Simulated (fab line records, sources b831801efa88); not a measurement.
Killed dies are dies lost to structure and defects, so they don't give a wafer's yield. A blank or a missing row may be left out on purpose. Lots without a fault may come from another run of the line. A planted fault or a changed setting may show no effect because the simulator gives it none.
Chamber matching | flow sky130 | SKY_VIA3_CMP_24 on cmp-01: 4 sister chambers
The step polishes, stops on SiO2, t overpolish 20 s, target thk 0 nm. 4 wafers are shown with their chamber, then 12 later ones without.

WAFERS WITH THEIR CHAMBER
wafer  | chamber | motor_current_A (A)
L086.4 | 3       | 12.0
L091.1 | 2       | 11.0
L091.3 | 0       | 9.5
L091.6 | 1       | 11.9

WAFERS WITHOUT THEIR CHAMBER
wafer  | motor_current_A (A)
L092.1 | 10.4
L092.2 | 10.9
L092.6 | 10.9
L093.1 | 11.3
L093.2 | 10.5
L093.4 | 10.6
L095.1 | 12.3
L095.2 | 10.6
L095.6 | 12.4
L096.1 | 11.8
L096.2 | 11.0
L096.5 | 12.0

WHICH CHAMBER EACH WENT THROUGH
wafer  | from the rows above          | in truth
L092.1 | can't be placed: 2 or 0      | 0
L092.2 | 2                            | 2
L092.6 | 2                            | 2
L093.1 | can't be placed: 2 or 1 or 3 | 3
L093.2 | can't be placed: 2 or 0      | 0
L093.4 | 2                            | 2
L095.1 | can't be placed: 3 or 1      | 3
L095.2 | 2                            | 2
L095.6 | can't be placed: 3 or 1      | 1
L096.1 | can't be placed: 1 or 3      | 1
L096.2 | 2                            | 2
L096.5 | can't be placed: 3 or 1      | 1
Placed correctly: 5 of 12. Can't be placed from these rows: 7 (the true chamber is among the candidates in 7). Placed wrongly: 0.
How it was worked out, from the rows above alone: a wafer's distance from a chamber is the root of the sum, over the readings, of the square of ((its reading less the chamber's mean) divided by the reading's scatter). The wafer belongs to the nearest chamber; if the next one is less than 2 further off, it can't be placed. A chamber's mean is the mean of its shown wafers. The scatter: with one shown wafer a chamber, the root of the mean of the squares of how far each hidden wafer lies from its nearest shown one.
